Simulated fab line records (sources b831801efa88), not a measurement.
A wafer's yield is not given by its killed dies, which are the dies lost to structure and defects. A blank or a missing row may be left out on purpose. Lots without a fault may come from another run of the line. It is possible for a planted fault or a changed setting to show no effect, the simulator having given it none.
Struck lot and sound lot, side by side || flow sky130 || 16 out of 708 route steps
Sound: these wafers, L381.1, L381.5, L381.6. Wafers struck: L392.1, L392.2, L392.3. The cause is named last.
Order at every step that has rows: each side's tool, ch and its chambers, its first start. Under that, the readings that differ: sound wafers || struck wafers || difference of the means || sigmas: that difference in standard deviations of wafers without a fault.
alike: readings with means less than 2 such deviations apart, plus words and numbers identical on both sides. not compared: withheld readings, readings lacking a value on some wafer, bounds such as >300 that could conceal the same value, and numbers that have no deviation in the record and whose values overlap.
A row with sigmas, a row that says differs or no value, or rows on one side alone: a step with any of these is where the two part. Numbers that don't overlap but have no deviation are shown without sigmas and don't part them. Lack of a reading on every wafer of one side parts them only where that side has two or more wafers.

SKY_METAL5_SPUTTER_03: material Ti, target thk 5 nm, time 3.3 s.
  sound: pvd sputter-04 at day 42 12:11; struck: pvd sputter-02 at day 46 06:36
  alike: throttle valve pct
SKY_METAL5_SPUTTER_04: material TiN, target thk 70 nm, time 58.3 s.
  sound: pvd sputter-04 at day 42 12:13; struck: pvd sputter-02 at day 46 06:37
  alike: throttle valve pct
SKY_METAL5_RS_MEAS_05: the measuring method here is four-point-probe.
  sound: film metro-03 at day 42 12:16; struck: film metro-01 at day 46 06:40
{"reading": "METAL5_ALCU_RS (ohm/sq)", "sound": "0.02754 0.02748 0.02745", "struck": "0.02691 0.02693 0.02698", "difference": -0.00055, "sigmas": -3}
SKY_METAL5_THK_MEAS_06: measures by xrf.
  sound: film metro-03 at day 42 12:23; struck: film metro-01 at day 46 06:47
{"reading": "METAL5_ALCU_THK (nm)", "sound": "1120 1121 1125", "struck": "1145 1148 1145", "difference": "+24", "sigmas": "+2"}
then, 7 steps without rows for these wafers: SKY_METAL5_DEHYDRATE_07 (time 60 s); SKY_METAL5_HMDS_08 (prime time 60 s); SKY_METAL5_COAT_09 (resist thk 1800 nm); SKY_METAL5_SOFTBAKE_10 (time 60 s); SKY_METAL5_EXPOSE_11 (exposes mask MM5, target cd 1600 nm); SKY_METAL5_PEB_12; SKY_METAL5_DEVELOP_13 (develop time 60 s).
SKY_METAL5_DESCUM_14: chemistry O2, time 11 s.
  sound on rie metal-04 ch 0,1, day 43 10:25; struck on rie metal-02 ch 0,1, day 47 03:02
{"reading": "drypump motor current A (A)", "sound": "6.0 6.0 5.6", "struck": "5.1 4.8 4.8", "difference": -1.0, "sigmas": -2}
  alike: he backside leak sccm, oes product au
  not compared: rf hours counter h
SKY_METAL5_METAL_ETCH_15: etches the open film in Cl2/BCl3, stops on SiO2, target depth 1260 nm, time 252 s.
  sound on rie metal-04 ch 0,1, day 43 10:27; struck on rie metal-02 ch 0,1, day 47 03:04
{"reading": "drypump motor current A (A)", "sound": "6.0 6.0 5.7", "struck": "5.1 4.9 4.9", "difference": -0.9, "sigmas": -2}
{"reading": "rf fwd power W (W)", "sound": "896.5 894.0 897.2", "struck": "751.3 755.2 758.2", "difference": -141.0, "sigmas": -50}
{"reading": "model.NOVOLAK_of_METAL5_COAT_09.thk nm (nm)", "sound": "1039 1034 1056", "struck": "1139 1150 1141", "difference": "+100", "sigmas": ""}
{"reading": "model.METAL5.cd nm (nm)", "sound": "1583 1584 1594", "struck": "1613 1614 1611", "difference": "+26", "sigmas": ""}
  alike: he backside leak sccm, oes product au, throttle valve pct
  not compared: rf hours counter h, model.SiO2_of_VIA4_HDPCVD_00.thk nm
SKY_METAL5_STRIP_16: strips in O2/N2.
  sound on plasma asher-01 ch 0,1, day 43 10:41; struck on plasma asher-03 ch 0,1, day 47 03:18
{"reading": "strip time to endpoint s (s)", "sound": "13.13 13.06 13.29", "struck": "14.26 14.37 14.29", "difference": "+1.15", "sigmas": "+10"}
  alike: drypump motor current A, n2 flow sccm, o2 flow sccm, oes product au
  not compared: rf hours counter h
then, 1 step without rows for these wafers: SKY_METAL5_STRIP_17 (strips in post etch residue remover, time 1200 s).
SKY_PAD_OPEN_PROBE_99:
  sound: prober-02 at day 45 10:07; struck: prober-02 at day 48 21:08
{"reading": "model.etest.met5.width nm (nm)", "sound": "1584 1585 1594", "struck": "1613 1613 1611", "difference": "+25", "sigmas": ""}
{"reading": "model.etest.met5 comb.leak log10 a um", "sound": "-12.01 -11.97 -12.18", "struck": "-9.582 -9.037 -8.159", "difference": "+3.127", "sigmas": ""}

## WHERE THEY PART
First at SKY_METAL5_RS_MEAS_05; last, within this record, at SKY_METAL5_STRIP_16.

WHY: the cause the simulator had injected
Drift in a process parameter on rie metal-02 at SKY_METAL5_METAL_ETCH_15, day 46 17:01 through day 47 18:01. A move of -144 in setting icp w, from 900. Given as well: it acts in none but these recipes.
